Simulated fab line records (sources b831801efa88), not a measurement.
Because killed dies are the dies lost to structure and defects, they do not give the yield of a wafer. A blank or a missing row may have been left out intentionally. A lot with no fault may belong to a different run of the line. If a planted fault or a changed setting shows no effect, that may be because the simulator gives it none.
Split-lot study || flow sky130 || on a route of 708 steps: 5 lots, 23 wafers read

== ON THE SPLIT ==
At SKY_CAPM_EXPOSE_09 (exposes mask CAPM, target cd 1000 nm), the setting dose mj was moved away from the recipe's 159 on 10 of the 23 wafers read, by -4.8% to +5.9%. This setting was run at the recipe's value on the other wafers.

== FROM THE SPLIT TO THE READING: what the file shows between them, 2 steps ==
- SKY_CAPM_PEB_10
- SKY_CAPM_DEVELOP_11: develop time 60 s

== THE READING ==
CAPM.cd nm (the simulator's own value, which no gauge read), in nm, at SKY_CAPM_METAL_ETCH_13 (etches TiN in Cl2/BCl3, stops on SiO2, target depth 220 nm, time 62.9 s). No usual value for it is given in the file. The 13 wafers here that ran the recipe average 1001.1 nm, standard deviation 3.2 nm.

{"wafer": "L074.1", "tool, chamber at the split": "iline stepper-01, 0", "dose mj as run": 159, "against the recipe": "recipe", "CAPM.cd nm, nm": 997.1, "against lot-mates on the recipe": "-"}
{"wafer": "L074.3", "tool, chamber at the split": "iline stepper-01, 0", "dose mj as run": 159, "against the recipe": "recipe", "CAPM.cd nm, nm": 998.9, "against lot-mates on the recipe": "-"}
{"wafer": "L074.4", "tool, chamber at the split": "iline stepper-01, 0", "dose mj as run": 168.4, "against the recipe": "+5.9%", "CAPM.cd nm, nm": 979.8, "against lot-mates on the recipe": -18.3}
{"wafer": "L074.5", "tool, chamber at the split": "iline stepper-01, 0", "dose mj as run": 168.4, "against the recipe": "+5.9%", "CAPM.cd nm, nm": 981, "against lot-mates on the recipe": -17.1}
{"wafer": "L074.6", "tool, chamber at the split": "iline stepper-01, 0", "dose mj as run": 159, "against the recipe": "recipe", "CAPM.cd nm, nm": 998.2, "against lot-mates on the recipe": "-"}
{"wafer": "L080.1", "tool, chamber at the split": "iline stepper-01, 0", "dose mj as run": 151.3, "against the recipe": "-4.8%", "CAPM.cd nm, nm": 1014, "against lot-mates on the recipe": "+11.0"}
{"wafer": "L080.2", "tool, chamber at the split": "iline stepper-01, 0", "dose mj as run": 159, "against the recipe": "recipe", "CAPM.cd nm, nm": 1002, "against lot-mates on the recipe": "-"}
{"wafer": "L080.3", "tool, chamber at the split": "iline stepper-01, 0", "dose mj as run": 151.3, "against the recipe": "-4.8%", "CAPM.cd nm, nm": 1016, "against lot-mates on the recipe": "+13.0"}
{"wafer": "L080.4", "tool, chamber at the split": "iline stepper-01, 0", "dose mj as run": 159, "against the recipe": "recipe", "CAPM.cd nm, nm": 1004, "against lot-mates on the recipe": "-"}
{"wafer": "L080.5", "tool, chamber at the split": "iline stepper-01, 0", "dose mj as run": 151.3, "against the recipe": "-4.8%", "CAPM.cd nm, nm": 1017, "against lot-mates on the recipe": "+14.0"}
{"wafer": "L081.1", "tool, chamber at the split": "iline stepper-01, 0", "dose mj as run": 159, "against the recipe": "recipe", "CAPM.cd nm, nm": 1007, "against lot-mates on the recipe": "-"}
{"wafer": "L081.3", "tool, chamber at the split": "iline stepper-01, 0", "dose mj as run": 159, "against the recipe": "recipe", "CAPM.cd nm, nm": 1005, "against lot-mates on the recipe": "-"}
{"wafer": "L081.6", "tool, chamber at the split": "iline stepper-01, 0", "dose mj as run": 159, "against the recipe": "recipe", "CAPM.cd nm, nm": 1004, "against lot-mates on the recipe": "-"}
{"wafer": "L083.1", "tool, chamber at the split": "iline stepper-01, 0", "dose mj as run": 159, "against the recipe": "recipe", "CAPM.cd nm, nm": 1003, "against lot-mates on the recipe": "-"}
{"wafer": "L083.2", "tool, chamber at the split": "iline stepper-01, 0", "dose mj as run": 166.5, "against the recipe": "+4.7%", "CAPM.cd nm, nm": 988.4, "against lot-mates on the recipe": -12.9}
{"wafer": "L083.3", "tool, chamber at the split": "iline stepper-01, 0", "dose mj as run": 159, "against the recipe": "recipe", "CAPM.cd nm, nm": 1001, "against lot-mates on the recipe": "-"}
{"wafer": "L083.4", "tool, chamber at the split": "iline stepper-01, 0", "dose mj as run": 159, "against the recipe": "recipe", "CAPM.cd nm, nm": 1000, "against lot-mates on the recipe": "-"}
{"wafer": "L083.6", "tool, chamber at the split": "iline stepper-01, 0", "dose mj as run": 166.5, "against the recipe": "+4.7%", "CAPM.cd nm, nm": 989.8, "against lot-mates on the recipe": -11.5}
{"wafer": "L085.1", "tool, chamber at the split": "iline stepper-01, 0", "dose mj as run": 153.5, "against the recipe": "-3.5%", "CAPM.cd nm, nm": 1008, "against lot-mates on the recipe": "+10.9"}
{"wafer": "L085.2", "tool, chamber at the split": "iline stepper-01, 0", "dose mj as run": 153.5, "against the recipe": "-3.5%", "CAPM.cd nm, nm": 1009, "against lot-mates on the recipe": "+11.9"}
{"wafer": "L085.3", "tool, chamber at the split": "iline stepper-01, 0", "dose mj as run": 159, "against the recipe": "recipe", "CAPM.cd nm, nm": 997.5, "against lot-mates on the recipe": "-"}
{"wafer": "L085.4", "tool, chamber at the split": "iline stepper-01, 0", "dose mj as run": 153.5, "against the recipe": "-3.5%", "CAPM.cd nm, nm": 1009, "against lot-mates on the recipe": "+11.9"}
{"wafer": "L085.5", "tool, chamber at the split": "iline stepper-01, 0", "dose mj as run": 159, "against the recipe": "recipe", "CAPM.cd nm, nm": 996.7, "against lot-mates on the recipe": "-"}

THE FIT
A straight line over all 23 wafers: CAPM.cd nm changes by -2.94 nm for each +1% of dose mj; r = -0.95; the points scatter about the line by 3 nm.
The same after taking each lot's own level away (the mean of its wafers on the recipe; 23 wafers): -2.85 nm for each +1%; r = -0.99; scatter 1.3 nm.
According to that fit, moving dose mj by its largest amount changes the reading by 17 nm.
The span of the lots' own levels, 997.10 to 1005.33 nm, comes to 2.6 times the standard deviation stated above.
The two slopes agree, so the slope changes little with the lot-to-lot level.
Check: with one of the wafers moved furthest among these (+5.9%) left out of the fit, the line predicts -16.3 nm for it against its lot-mates. Against them it came out at -18.3 nm.

== OTHER SPLITS ON THESE WAFERS ==
Before the reading, these wafers also passed through other splits. Each is held against what the fit with the lots' levels taken away leaves over:
{"other split on the same wafers": "SKY_VIA1_HDPCVD_00 sih4 flow sccm", "wafers away from the commonest value": 5, "r with CAPM.cd nm (lot level and that fit taken away)": -0.49}
{"other split on the same wafers": "SKY_VIA1_SPUTTER_20 chamber pressure pa", "wafers away from the commonest value": 18, "r with CAPM.cd nm (lot level and that fit taken away)": -0.08}
{"other split on the same wafers": "SKY_METAL2_SPUTTER_02 time s", "wafers away from the commonest value": 7, "r with CAPM.cd nm (lot level and that fit taken away)": "+0.23"}
{"other split on the same wafers": "SKY_VIA2_CMP_02 leave above ref nm", "wafers away from the commonest value": 8, "r with CAPM.cd nm (lot level and that fit taken away)": "+0.36"}
{"other split on the same wafers": "SKY_VIA2_DEVELOP_11 develop time s", "wafers away from the commonest value": 5, "r with CAPM.cd nm (lot level and that fit taken away)": "+0.15"}
{"other split on the same wafers": "SKY_VIA2_SPUTTER_20 chamber pressure pa", "wafers away from the commonest value": 10, "r with CAPM.cd nm (lot level and that fit taken away)": -0.43}
{"other split on the same wafers": "SKY_CAPM_SPUTTER_02 power w", "wafers away from the commonest value": 4, "r with CAPM.cd nm (lot level and that fit taken away)": -0.09}

== FILE'S OWN FIT ==
CAPM.cd nm changes by -2.83 nm for each +1% of dose mj, r = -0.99.
